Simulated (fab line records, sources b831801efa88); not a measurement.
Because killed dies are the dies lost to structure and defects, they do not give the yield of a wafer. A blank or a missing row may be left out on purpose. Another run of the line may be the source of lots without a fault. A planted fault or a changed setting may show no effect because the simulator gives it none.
One fault seen from 2 desks | flow gf180mcu | each desk has only its own numbers; what lay behind them comes last

## AT THE METROLOGY DESK
What the gauges read, lot by lot, whatever tool the lot ran on: means of the sampled wafers that have a number. If a lot's mean is further than 4 standard deviations from the usual mean, the lot is out of limits and carries the mark OUT (the distance appears in the brackets).
Columns: A = LVPWELL_RS at GF_VT_IMPLANT_RS_MEAS_48, usual 1209 ohm/sq; B = cd nm at GF_HV_LDD_CD_MEAS_46, usual 393.1 nm; C = cd nm at GF_NSD_CD_MEAS_07, usual 401.0 nm; D = NSD_RS at GF_PSD_RS_MEAS_14, usual 46.43 ohm/sq
lot  | first seen here | A              | B     | C     | D
L433 | day 7 11:42     | 1210           | 392.6 | 399.8 | 46.25
L434 | day 8 02:57     | 1210           | 394.6 | 403.1 | 46.42
L436 | day 8 14:13     | 1212           | 391.8 | 401.0 | 46.47
L437 | day 8 17:35     | 1211           | 391.5 | 401.4 | 46.45
L438 | day 9 01:40     | 1209           | 393.8 | 400.3 | 46.37
L439 | day 9 08:18     | 1212           | 394.8 | 402.2 | 46.51
L440 | day 9 17:51     | 1213           | 392.2 | 403.1 | 46.48
L441 | day 9 20:45     | 1208           | 397.7 | 402.7 | 46.37
L443 | day 10 10:23    | 1211           | 394.9 | 398.6 | 46.48
L444 | day 10 18:17    | 1211           | 393.4 | 400.9 | 46.44
L445 | day 10 23:34    | 1215           | 392.3 | 401.1 | 46.45
L446 | day 11 04:41    | 1207           | 395.4 | 400.0 | 46.42
L451 | day 12 15:20    | 1251 (+13) OUT | 394.5 | 400.4 | 46.39
L452 | day 12 21:08    | 1252 (+13) OUT | 390.1 | 397.6 | 46.55
This desk's result: L451, L452 out of limits, first on L451 (LVPWELL_RS at GF_VT_IMPLANT_RS_MEAS_48), day 12 15:20. L433, L434, L436, L437, L438, L439, L440, L441, L443, L444, L445, L446 stayed within limits.

## DESK OF THE TOOL OWNER: implanter-04
The tool's own readings at GF_LVPWELL_IMPLANT_08: means of the sampled wafers that have a number, for each lot that ran on this tool. If a lot's mean is further than 4 standard deviations from the usual mean, the lot is out of limits and carries the mark OUT (the distance appears in the brackets).
Columns: A = beam energy keV at GF_LVPWELL_IMPLANT_08, usual 170.01; B = faraday current uA at GF_LVPWELL_IMPLANT_08, usual 84.5
lot  | first seen here | A                        | B
L433 | day 3 18:22     | 169.97                   | 84.0
L434 | day 4 07:25     | 170.04                   | 83.9
L436 | day 4 15:24     | 170.03                   | 83.9
L437 | day 4 19:09     | 169.95                   | 85.2
L439 | day 5 09:28     | 170.02                   | 84.3
L440 | day 5 16:09     | 169.96                   | 84.1
L441 | day 5 18:30     | 169.99                   | 83.7
L444 | day 6 12:33     | 170.00                   | 84.9
L446 | day 6 23:03     | 170.04                   | 84.4
L451 | day 8 01:35     | 142.50 (-99 or more) OUT | 84.1
L452 | day 8 09:09     | 142.58 (-99 or more) OUT | 83.6
This desk finds L451, L452 out of limits, L451 being first, at day 8 01:35 (beam energy keV at GF_LVPWELL_IMPLANT_08). L433, L434, L436, L437, L439, L440, L441, L444, L446 stayed within limits.

## ALL TOGETHER
The tool owner's desk could have raised an alarm at day 8 01:35, on L451, L452.
The metrology desk could have raised an alarm at day 12 15:20, on L451, L452.
On implanter-04, each named lot ran GF_LVPWELL_IMPLANT_08.

## WHAT THE SIMULATOR HAD INSERTED
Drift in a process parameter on implanter-04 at GF_LVPWELL_IMPLANT_08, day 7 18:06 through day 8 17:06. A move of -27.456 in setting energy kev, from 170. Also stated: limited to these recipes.
Shown lots that were struck: L451, L452.
Hours from the fault's start to each desk's first reading out of limits: the tool owner's desk, 7; the metrology desk, 117.
